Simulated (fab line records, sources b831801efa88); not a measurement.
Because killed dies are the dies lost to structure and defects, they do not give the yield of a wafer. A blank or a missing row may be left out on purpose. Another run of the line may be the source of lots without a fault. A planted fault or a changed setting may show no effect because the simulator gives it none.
The tool behind it: which one? + flow gf180mcu + 11 lots, 33 wafers sampled, at 5 steps of a route of 602

WHAT THE GAUGES READ, wafer by wafer
GF_V2_RS_MEAS_24: measurement is done with a four-point probe. Usual: V2_W_RS gives 0.327 ohm/sq (standard deviation 0.0055).
| lot  | measured     | on            | V2_W_RS (ohm/sq)  | flag |
|------|--------------|---------------|-------------------|------|
| L536 | day 20 09:46 | film-metro-01 | 0.330 0.333 0.332 |      |
| L538 | day 21 01:40 | film-metro-03 | 0.329 0.318 0.329 |      |
| L540 | day 22 01:32 | film-metro-04 | 0.332 0.333 0.333 |      |
| L543 | day 23 01:50 | film-metro-01 | 0.474 0.334 0.477 | OFF  |
| L544 | day 23 09:09 | film-metro-01 | 0.486 0.336 0.477 | OFF  |
| L546 | day 24 01:28 | film-metro-04 | 0.473 0.472 0.478 | OFF  |
| L554 | day 26 16:48 | film-metro-04 | 0.324 0.329 0.326 |      |
| L555 | day 26 18:29 | film-metro-01 | 0.329 0.326 0.330 |      |
| L556 | day 27 00:13 | film-metro-04 | 0.320 0.328 0.322 |      |
| L557 | day 27 12:37 | film-metro-04 | 0.333 0.333 0.329 |      |
| L558 | day 27 14:01 | film-metro-01 | 0.326 0.328 0.329 |      |

GF_V2_THK_MEAS_25: measures by xrf. Usual: V2_W_THK gives 346 nm (standard deviation 6.4).
| lot  | measured     | on            | V2_W_THK (nm) | flag |
|------|--------------|---------------|---------------|------|
| L536 | day 20 09:52 | film-metro-01 | 345 339 342   |      |
| L538 | day 21 01:47 | film-metro-03 | 341 354 343   |      |
| L540 | day 22 01:40 | film-metro-04 | 346 345 343   |      |
| L543 | day 23 01:58 | film-metro-01 | 239 336 237   | OFF  |
| L544 | day 23 09:16 | film-metro-01 | 232 334 236   | OFF  |
| L546 | day 24 01:35 | film-metro-04 | 243 242 239   | OFF  |
| L554 | day 26 16:55 | film-metro-04 | 351 344 349   |      |
| L555 | day 26 18:36 | film-metro-01 | 344 347 342   |      |
| L556 | day 27 00:20 | film-metro-04 | 357 348 355   |      |
| L557 | day 27 12:44 | film-metro-04 | 345 345 349   |      |
| L558 | day 27 14:07 | film-metro-01 | 345 344 345   |      |

WHICH TOOL RAN EACH LOT (tool, then ch and the chambers of the sampled wafers, then the start)
| lot  | GF_V1_ETCH_17                                 | GF_V1_CVD_23                  | GF_V2_CVD_23                  |
|------|-----------------------------------------------|-------------------------------|-------------------------------|
| L536 | rie-diel-03 ch 0,2,3, day 18 05:55 or earlier | cvd-w-01 ch 0,1, day 18 05:55 | cvd-w-01 ch 1, day 20 09:38   |
| L538 | rie-diel-04 ch 1,3, day 18 23:19 or earlier   | cvd-w-02 ch 0,1, day 18 23:19 | cvd-w-02 ch 0,1, day 21 01:33 |
| L540 | rie-diel-04 ch 0,1,3, day 19 23:11 or earlier | cvd-w-01 ch 0,1, day 19 23:11 | cvd-w-01 ch 0,1, day 22 01:26 |
| L543 | rie-diel-04 ch 1,3, day 20 23:55 or earlier   | cvd-w-02 ch 0,1, day 20 23:55 | cvd-w-01 ch 0,1, day 23 01:44 |
| L544 | rie-diel-04 ch 0,1,3, day 21 07:05 or earlier | cvd-w-01 ch 0,1, day 21 07:05 | cvd-w-01 ch 0,1, day 23 09:02 |
| L546 | rie-diel-03 ch 1,2,3, day 21 23:46 or earlier | cvd-w-02 ch 0,1, day 21 23:46 | cvd-w-01 ch 0, day 24 01:22   |
| L554 | rie-diel-01 ch 0,1, day 24 19:48 or earlier   | cvd-w-02 ch 0,1, day 24 19:48 | cvd-w-01 ch 0,1, day 26 16:40 |
| L555 | rie-diel-04 ch 2,3, day 24 21:13 or earlier   | cvd-w-02 ch 0,1, day 24 21:13 | cvd-w-01 ch 0, day 26 18:22   |
| L556 | rie-diel-01 ch 2,3, day 25 03:38 or earlier   | cvd-w-02 ch 0,1, day 25 03:38 | cvd-w-02 ch 0,1, day 27 00:07 |
| L557 | rie-diel-04 ch 0,2,3, day 25 16:30 or earlier | cvd-w-02 ch 1, day 25 16:30   | cvd-w-01 ch 0,1, day 27 12:30 |
| L558 | rie-diel-01 ch 2,3, day 25 17:10 or earlier   | cvd-w-01 ch 0, day 25 17:10   | cvd-w-01 ch 0,1, day 27 13:53 |
- GF_V1_ETCH_17: etches SiO2 in C4F8/O2/Ar, stops on TiN, target depth 630 nm.
- GF_V1_CVD_23: deposits W, target thk 350 nm, time 105.05 s.
- GF_V2_CVD_23: deposits W, target thk 350 nm, time 104.94 s.

AS READ BY THE TOOLS THEMSELVES (means over the sampled wafers that have a number; for cases with no such wafer, the mark the record gives instead)
GF_V1_ETCH_17. Usual: oes-product-au 0.856 a.u., standard deviation 0.0042.
| lot  | tool        | oes-product-au (a.u.) | flag |
|------|-------------|-----------------------|------|
| L536 | rie-diel-03 | 0.856                 |      |
| L538 | rie-diel-04 | 0.859                 |      |
| L540 | rie-diel-04 | 0.854                 |      |
| L543 | rie-diel-04 | 0.853                 |      |
| L544 | rie-diel-04 | 0.857                 |      |
| L546 | rie-diel-03 | 0.851                 |      |
| L554 | rie-diel-01 | 0.855                 |      |
| L555 | rie-diel-04 | 0.856                 |      |
| L556 | rie-diel-01 | 0.858                 |      |
| L557 | rie-diel-04 | 0.853                 |      |
| L558 | rie-diel-01 | 0.857                 |      |

GF_V1_CVD_23. Usual: heater-power-outer-w 490 W, standard deviation 27; heater-power-w 808 W, standard deviation 20.
| lot  | tool     | heater-power-outer-w (W) | heater-power-w (W) | flag |
|------|----------|--------------------------|--------------------|------|
| L536 | cvd-w-01 | 454                      | 791                |      |
| L538 | cvd-w-02 | 510                      | 819                |      |
| L540 | cvd-w-01 | 451                      | 803                |      |
| L543 | cvd-w-02 | 499                      | 799                |      |
| L544 | cvd-w-01 | 467                      | 787                |      |
| L546 | cvd-w-02 | 500                      | 811                |      |
| L554 | cvd-w-02 | 502                      | 809                |      |
| L555 | cvd-w-02 | 497                      | 806                |      |
| L556 | cvd-w-02 | 507                      | 820                |      |
| L557 | cvd-w-02 | 493                      | 805                |      |
| L558 | cvd-w-01 | 452                      | 800                |      |

GF_V2_CVD_23. Usual: heater-power-outer-w 479 W, standard deviation 24; heater-power-w 800 W, standard deviation 21.
| lot  | tool     | heater-power-outer-w (W) | heater-power-w (W) | flag |
|------|----------|--------------------------|--------------------|------|
| L536 | cvd-w-01 | 479                      | 769                |      |
| L538 | cvd-w-02 | 508                      | 813                |      |
| L540 | cvd-w-01 | 468                      | 781                |      |
| L543 | cvd-w-01 | 457                      | 797                |      |
| L544 | cvd-w-01 | 466                      | 795                |      |
| L546 | cvd-w-01 | 451                      | 808                |      |
| L554 | cvd-w-01 | 463                      | 799                |      |
| L555 | cvd-w-01 | 461                      | 806                |      |
| L556 | cvd-w-02 | 506                      | 798                |      |
| L557 | cvd-w-01 | 472                      | 785                |      |
| L558 | cvd-w-01 | 465                      | 798                |      |

THE ANSWER, worked out from the rows above alone
Rule: lot off if the mean of its wafers having a number is beyond 3 standard deviations from the usual mean. A lot without any number at a reading at which 4 lots or more have one is off too. Any other lot the step has rows for is counted as sound. Order of review: gauges by route order, followed by the tools' own readings, for which a lot's mean as printed above is used. At the first step where some lot is off, the reading lying furthest off is the one used; lots without a number count as furthest.
Off: at GF_V2_RS_MEAS_24 (V2_W_RS), L543, L544, L546.
A tool fits if, at a process step before that reading, it ran every lot that is off, and no sound lot after the first of them. The gauges at GF_V2_RS_MEAS_24 are tried like those tools. Because GF_V1_ETCH_17 lacks a start for some lots, the hours and order of its lots are taken from GF_V1_CVD_23. None of those tried fits.

WHAT WAS PUT IN BY THE SIMULATOR
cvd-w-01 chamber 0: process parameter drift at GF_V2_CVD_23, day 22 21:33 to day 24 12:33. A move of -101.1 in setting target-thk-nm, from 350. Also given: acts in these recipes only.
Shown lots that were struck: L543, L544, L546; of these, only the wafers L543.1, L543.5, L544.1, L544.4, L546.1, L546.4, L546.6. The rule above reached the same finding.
